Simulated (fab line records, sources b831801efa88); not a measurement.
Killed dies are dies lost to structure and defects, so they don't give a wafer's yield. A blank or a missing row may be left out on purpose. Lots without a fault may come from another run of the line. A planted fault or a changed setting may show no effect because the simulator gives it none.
Problem report in the 8D (eight disciplines) form, filled by code | flow sky130 | the parts of the form that need people (team, actions taken, sign-off) are left out

1. THE PROBLEM
chamber_pressure_mTorr at SKY_METAL4_METAL_ETCH_18 reads a mean of 12.005 mTorr on 6 wafers of 2 lots; wafers without a fault read 10.001 mTorr with a standard deviation of 0.0094. That is +99 or more standard deviations from the usual mean.
The step: etches the open film in Cl2/BCl3, stops on SiO2, target depth 845 nm, time 183.1 s.
First seen on wafer L422.1, day 46 22:41, on rie_metal-02. The record holds 18 wafers of 6 lots with a number at this step. Rule for "out", or "out of limits": more than 4 standard deviations from the usual mean. The other wafers with a number count as sound.

2. WHAT IT IS AND WHAT IT IS NOT
question                    | is                     | is not
which readings at this step | chamber_pressure_mTorr | drypump_motor_current_A, mfc_cl2_sccm, oes_product_au
which lots                  | L422, L423             | L408, L410, L412, L414
which wafers of those lots  | all that have a number | -
read on which tools         | rie_metal-02           | rie_metal-04
when                        | from day 46 22:41      | up to then (12 sound wafers)

3. SUSPECTS, AND WHAT RULES EACH OUT
Counting: a tool at a process step up to the reading stays a suspect if it ran every lot that is out and no sound lot after the first of them.
- rie_diel-01 at SKY_METAL4_ETCH_17 (etches SiO2 in C4F8/O2/Ar, stops on TiN, time 3.9 s, target depth 15 nm): kept. It ran every lot that is out, first L422 (day 46 22:40), and no sound lot after that.
- rie_metal-02 at SKY_METAL4_METAL_ETCH_18 (etches the open film in Cl2/BCl3, stops on SiO2, target depth 845 nm, time 183.1 s): kept. It ran every lot that is out, first L422 (day 46 22:41), and no sound lot after that; its last sound lot up to then is L412 (day 44 03:26). Its own readings are out on those wafers: chamber_pressure_mTorr.
Left after counting: rie_diel-01 at SKY_METAL4_ETCH_17, rie_metal-02 at SKY_METAL4_METAL_ETCH_18.

4. THE CAUSE (what the simulator had put in)
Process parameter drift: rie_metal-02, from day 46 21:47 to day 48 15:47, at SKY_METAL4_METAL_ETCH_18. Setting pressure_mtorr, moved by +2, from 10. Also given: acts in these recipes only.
Counting left 2 suspects, and this tool is among them.

5. THE CHAIN OF EFFECTS, in route order
Each row: a reading whose mean over the struck wafers that have a number lies more than 3 standard deviations from the usual. Only readings for which the record gives a usual standard deviation are gone through. hours: the time from each lot's start at the first step in this table that gives one to its start at this step, as a median over the lots. sigmas: the change in usual standard deviations.
hours | step                     | reading                | usual        | on struck wafers | change | sigmas
0     | SKY_METAL4_METAL_ETCH_18 | chamber_pressure_mTorr | 10.001 mTorr | 12.005           | +2.004 | +99 or more
The process steps in it:
- SKY_METAL4_METAL_ETCH_18: etches the open film in Cl2/BCl3, stops on SiO2, target depth 845 nm, time 183.1 s.

6. WHAT WOULD HAVE CAUGHT IT SOONER
In this record the first reading out of limits was taken at day 46 22:41, 1 hour after the fault began at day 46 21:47.
